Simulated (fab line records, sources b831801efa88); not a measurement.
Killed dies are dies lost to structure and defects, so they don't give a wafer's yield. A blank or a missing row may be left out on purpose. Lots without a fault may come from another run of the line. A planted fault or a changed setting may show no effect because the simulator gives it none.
Which tool did it? | flow gf180mcu | 14 lots, 39 wafers sampled, at 4 steps of a route of 602

WHAT THE GAUGES READ, wafer by wafer
GF_V4_THK_MEAS_25: measures by xrf.
lot  | measured     | on            | V4_W_THK (nm)
L311 | day 24 11:46 | film_metro-03 | 355 358
L312 | day 24 20:22 | film_metro-02 | 363 357 361
L313 | day 25 06:38 | film_metro-03 | 354 366 361
L314 | day 25 12:28 | film_metro-03 | 363 363 357
L315 | day 25 20:04 | film_metro-01 | 359 348 348
L317 | day 26 15:35 | film_metro-03 | 367 366 360
L325 | day 29 01:27 | film_metro-01 | 351 367 354
L327 | day 29 09:11 | film_metro-03 | 370 383 378
L328 | day 29 21:28 | film_metro-02 | 363 363 376
L329 | day 30 01:52 | film_metro-03 | 364 360 361
L330 | day 30 08:43 | film_metro-03 | 378 372 377
L331 | day 30 16:41 | film_metro-02 | 367 365
L333 | day 31 03:35 | film_metro-02 | 367 367
L334 | day 31 08:43 | film_metro-01 | 358 356 362

GF_MIM_THK_MEAS_06.
lot  | measured     | on            | MIM_CVD_05_THK (nm)
L311 | day 24 12:23 | film_metro-03 | 41.4 43.2
L312 | day 24 20:58 | film_metro-01 | 41.1 41.6 42.1
L313 | day 25 07:16 | film_metro-01 | 41.9 42.5 42.1
L314 | day 25 13:05 | film_metro-01 | 42.0 41.8 42.6
L315 | day 25 20:42 | film_metro-04 | 68.0 67.6 68.6
L317 | day 26 16:28 | film_metro-01 | 67.1 68.0 68.0
L325 | day 29 02:04 | film_metro-01 | 41.9 42.4 43.1
L327 | day 29 09:49 | film_metro-03 | 41.4 41.6 41.6
L328 | day 29 22:05 | film_metro-04 | 42.0 42.3 42.3
L329 | day 30 02:29 | film_metro-03 | 41.0 41.9 41.7
L330 | day 30 09:20 | film_metro-04 | 41.2 40.9 41.0
L331 | day 30 17:18 | film_metro-01 | 41.4 41.5
L333 | day 31 04:12 | film_metro-03 | 41.9 41.2
L334 | day 31 09:20 | film_metro-03 | 41.7 42.9 42.1

WHICH TOOL RAN EACH LOT (tool, then ch and the chambers of the sampled wafers, then the start)
lot  | GF_MIM_SPUTTER_01            | GF_MIM_CVD_05
L311 | pvd_sputter-04, day 24 12:14 | pecvd-01 ch 0,1, day 24 12:21
L312 | pvd_sputter-04, day 24 20:49 | pecvd-01 ch 0,2, day 24 20:56
L313 | pvd_sputter-02, day 25 07:05 | pecvd-03 ch 0,1,2, day 25 07:12
L314 | pvd_sputter-04, day 25 12:55 | pecvd-03 ch 1,2, day 25 13:02
L315 | pvd_sputter-04, day 25 20:32 | pecvd-03 ch 1,2, day 25 20:39
L317 | pvd_sputter-02, day 26 16:19 | pecvd-03 ch 0,1, day 26 16:26
L325 | pvd_sputter-04, day 29 01:55 | pecvd-03 ch 0,2, day 29 02:02
L327 | pvd_sputter-01, day 29 09:38 | pecvd-02 ch 0,1, day 29 09:45
L328 | pvd_sputter-04, day 29 21:56 | pecvd-01 ch 0,1, day 29 22:03
L329 | pvd_sputter-01, day 30 02:19 | pecvd-02 ch 0,1,2, day 30 02:26
L330 | pvd_sputter-04, day 30 09:11 | pecvd-02 ch 0,1, day 30 09:18
L331 | pvd_sputter-01, day 30 17:08 | pecvd-02 ch 0, day 30 17:16
L333 | pvd_sputter-01, day 31 04:01 | pecvd-01 ch 0,2, day 31 04:09
L334 | pvd_sputter-04, day 31 09:10 | pecvd-01 ch 0,1, day 31 09:17
- GF_MIM_SPUTTER_01: material TiN, target thk 30 nm, time 25 s.
- GF_MIM_CVD_05: deposits Si3N4, target thk 42 nm, time 29.086 s.

WHAT THE TOOLS THEMSELVES READ (means of the sampled wafers that have a number; where no wafer has one, the mark that the record gives instead)
GF_MIM_SPUTTER_01.
lot  | tool           | throttle_valve_pct (%)
L311 | pvd_sputter-04 | 30.3
L312 | pvd_sputter-04 | 31.0
L313 | pvd_sputter-02 | 29.3
L314 | pvd_sputter-04 | 32.0
L315 | pvd_sputter-04 | 31.0
L317 | pvd_sputter-02 | 29.3
L325 | pvd_sputter-04 | 32.0
L327 | pvd_sputter-01 | 29.2
L328 | pvd_sputter-04 | 31.0
L329 | pvd_sputter-01 | 29.8
L330 | pvd_sputter-04 | 31.0
L331 | pvd_sputter-01 | 28.4
L333 | pvd_sputter-01 | 28.2
L334 | pvd_sputter-04 | 31.0

GF_MIM_CVD_05.
lot  | tool     | heater_power_w (W)
L311 | pecvd-01 | 722
L312 | pecvd-01 | 704
L313 | pecvd-03 | 658
L314 | pecvd-03 | 626
L315 | pecvd-03 | 649
L317 | pecvd-03 | 648
L325 | pecvd-03 | 740
L327 | pecvd-02 | 608
L328 | pecvd-01 | 729
L329 | pecvd-02 | 673
L330 | pecvd-02 | 590
L331 | pecvd-02 | 594
L333 | pecvd-01 | 625
L334 | pecvd-01 | 723

THE ANSWER, worked out from the rows above alone
Rule: what is usual is taken from the lots themselves. Put in order of their means at a reading, lots are off if they are a third of the lots or fewer, leave a main group of 4 or more, and stand apart from it by a gap of 3 or more times the standard deviation of the main group's means; of several such gaps the widest counts. A main group whose means are all the same, to the digits that the tables above print for the reading, isn't used. A lot without any number at a reading at which 4 lots or more have one is off too. The other lots that the step has rows for count as sound. The gauges are gone through in route order, then the tools' own readings, and for those a lot's mean is taken as printed above. The first step at which some lot is off is used, and at that step the reading that is off furthest; a lot without a number counts as furthest.
Off: L315, L317, at GF_MIM_THK_MEAS_06 (MIM_CVD_05_THK). The main group: mean 41.9 nm, standard deviation 0.43.
A tool fits if, at a process step before that reading, it ran every lot that is off, and no sound lot after the first of them. The gauges at GF_MIM_THK_MEAS_06 are tried like those tools. None of those tried fits.

WHAT THE SIMULATOR HAD PUT IN
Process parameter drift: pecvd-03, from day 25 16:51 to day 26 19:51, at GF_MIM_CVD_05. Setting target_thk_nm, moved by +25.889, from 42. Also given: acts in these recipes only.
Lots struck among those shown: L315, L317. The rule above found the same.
